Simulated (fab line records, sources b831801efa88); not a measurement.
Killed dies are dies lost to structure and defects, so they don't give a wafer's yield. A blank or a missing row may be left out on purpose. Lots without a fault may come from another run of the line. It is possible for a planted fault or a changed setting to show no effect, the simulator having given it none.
Problem report, 8D (eight disciplines) form, completed by code || flow sky130 || the parts of the form that need people (team, actions taken, sign-off) are left out

== 1. THE ISSUE ==
killed_at_M4_up at SKY_PAD_OPEN_PROBE_99 reads a mean of 35.2 on 6 wafers of 2 lots; wafers without a fault read 3.4 with a standard deviation of 1.8. Measured from the usual mean, that is +18 standard deviations.
First seen on wafer L611.1, day 46 22:01, on prober-02. The record has a number at this step for 42 wafers belonging to 14 lots. The rule behind "out" and "out of limits": a value lying over 4 standard deviations away from the usual mean. All remaining wafers that have a number are taken as sound.

== 2. WHAT IT IS, AND WHAT IT ISN'T ==
{"question": "which readings at this step", "is": "killed_at_M4_up", "is not": "killed at contacts, killed at front end, killed at other, killed open, killed short, sort_bin_6_memory"}
{"question": "which lots", "is": "L611, L612", "is not": "L607, L608, L609, L616, L623, L624, L625, L626, L627, L628, L629, L630"}
{"question": "which wafers of those lots", "is": "all that have a number", "is not": "-"}
{"question": "read on which tools", "is": "prober-01, prober-02", "is not": "-"}
{"question": "when", "is": "from day 46 22:01", "is not": "up to then (9 sound wafers); but 27 sound wafers of L616, L623, L624, L625, L626, L627, L628, L629, L630 came after"}

== 3. WHAT RULES OUT EACH SUSPECT ==
Counting: a tool at any process step up to the reading remains a suspect when it ran all the lots that are out and ran no sound lot after the first of those.
- hdpcvd-02 at SKY_VIA4_HDPCVD_00 (deposits SiO2, target thk 1750 nm, time 291.7 s): ruled out as a lasting fault. The sound lots L626, L628, L630 went through it after L611, its earliest lot that is out (day 43 00:58).
Left after counting: nothing in the record.

== 4. THE CAUSE (what the simulator had put in) ==
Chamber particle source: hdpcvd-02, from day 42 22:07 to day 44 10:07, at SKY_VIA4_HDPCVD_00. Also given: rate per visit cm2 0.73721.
The count ruled it out by mistake, since the rule takes a fault to strike every lot its tool runs from the start of the fault on, and this one did not do so.

== 5. THE CHAIN OF EFFECTS, in route order ==
Each row: a reading whose mean over the struck wafers that have a number lies more than 3 standard deviations from the usual. Readings are gone through only where the record gives a usual standard deviation; hours: the median, over the lots, of the time from a lot's start at the first step in this table giving one to that lot's start at this step; sigmas: the change measured in usual standard deviations.
{"hours": 0, "step": "SKY_PAD_OPEN_PROBE_99", "reading": "killed_at_M4_up", "usual": 3.4, "on struck wafers": 35.2, "change": "+31.8", "sigmas": "+18"}
{"hours": 0, "step": "SKY_PAD_OPEN_PROBE_99", "reading": "sort_bin_3_pad_short", "usual": "0.9 %", "on struck wafers": 2.5, "change": "+1.6", "sigmas": "+3.9"}
It contains these process steps:
- SKY_PAD_OPEN_PROBE_99

== 6. HOW IT WOULD HAVE BEEN CAUGHT EARLIER ==
In this record no reading fell out of limits until day 46 22:01, 96 hours after the fault had begun at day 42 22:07.
An alarm limit of 4 standard deviations would not have fired on the tool readings at SKY_VIA4_HDPCVD_00 for which the record gives a usual standard deviation, since none of them was out on any struck wafer.
